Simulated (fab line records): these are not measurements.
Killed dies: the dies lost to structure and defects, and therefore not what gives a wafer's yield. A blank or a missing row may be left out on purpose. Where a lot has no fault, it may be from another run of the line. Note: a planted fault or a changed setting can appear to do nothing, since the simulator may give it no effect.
8D (eight disciplines) problem report, filled in by code / flow gf180mcu / the parts of the form that need people (team, actions taken, sign-off) are left out

## 1. WHAT IS WRONG
Wafers without a fault read 12.63 s, standard deviation 0.035; strip_time_to_endpoint_s at GF_VT_IMPLANT_STRIP_31 reads a mean of 14.14 s on 6 wafers belonging to 2 lots. Relative to the usual mean, that is a shift of +43 standard deviations.
The step: strips in O2/N2.
First observed at day 9 04:33: wafer L707.4, on plasma_asher-03. At this step, 39 wafers from 13 lots have a number in the record. Rule for "out", or "out of limits": more than 4 standard deviations from the usual mean. The other wafers with a number count as sound.

## 2. WHAT THIS IS AND IS NOT
question=which readings at this step | is=strip_time_to_endpoint_s, oes_product_au, platen_temp_c | is not=drypump_motor_current_A, heater_power_w, o2_flow_sccm
question=which lots | is=L707, L711 | is not=L699, L700, L701, L703, L706, L712, L713, L715, L717, L721, L722
question=which wafers of those lots | is=all that have a number | is not=-
question=read on which tools | is=plasma_asher-03 | is not=plasma_asher-01, plasma_asher-02
question=when | is=from day 9 04:33 | is not=up to then (15 sound wafers); but 18 sound wafers of L712, L713, L715, L717, L721, L722 came after

## 3. SUSPECTS, AND WHAT RULES EACH OUT
Counting: a tool stays on the suspect list if, at a process step up to the reading, it processed all lots that are out and no sound lot following the first of them.
- plasma_asher-03 at GF_VT_IMPLANT_STRIP_31 (strips in O2/N2): kept. All lots that are out passed through it, beginning with L707 at day 9 04:33, and no sound lot followed; its final sound lot before that point was L706 at day 9 01:28. Out on those wafers are its own readings of oes_product_au, platen_temp_c, strip_time_to_endpoint_s.
After counting, what remains is plasma_asher-03 at GF_VT_IMPLANT_STRIP_31.

## 4. THE CAUSE (what the simulator had put in)
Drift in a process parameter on plasma_asher-03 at GF_VT_IMPLANT_STRIP_31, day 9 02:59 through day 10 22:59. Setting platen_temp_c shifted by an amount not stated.
The count eliminated every tool but this one.

## 5. THE CHAIN OF EFFECTS, in route order
Each row: a reading whose mean over the struck wafers that have a number lies more than 3 standard deviations from the usual. Only readings for which the record gives a usual standard deviation are gone through. hours: the time from each lot's start at the first step in this table that gives one to its start at this step, as a median over the lots. sigmas: the change in usual standard deviations.
hours=0; step=GF_VT_IMPLANT_STRIP_31; reading=oes_product_au; usual=0.716 a.u.; on struck wafers=0.667; change=-0.049; sigmas=-11
hours=0; step=GF_VT_IMPLANT_STRIP_31; reading=platen_temp_c; usual=250.01 C; on struck wafers=244.26; change=-5.75; sigmas=-36
hours=0; step=GF_VT_IMPLANT_STRIP_31; reading=strip_time_to_endpoint_s; usual=12.63 s; on struck wafers=14.14; change=+1.51; sigmas=+43
The process steps in it:
- GF_VT_IMPLANT_STRIP_31: strips in O2/N2.
Later steps that measure or inspect, where all struck wafers having a row at the step show a number for every such reading and not one has moved that far: GF_VT_IMPLANT_RS_MEAS_46.

## 6. WHAT WOULD HAVE CAUGHT IT SOONER
In this record no reading fell out of limits until day 9 04:33, 2 hours after the fault had begun at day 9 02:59.
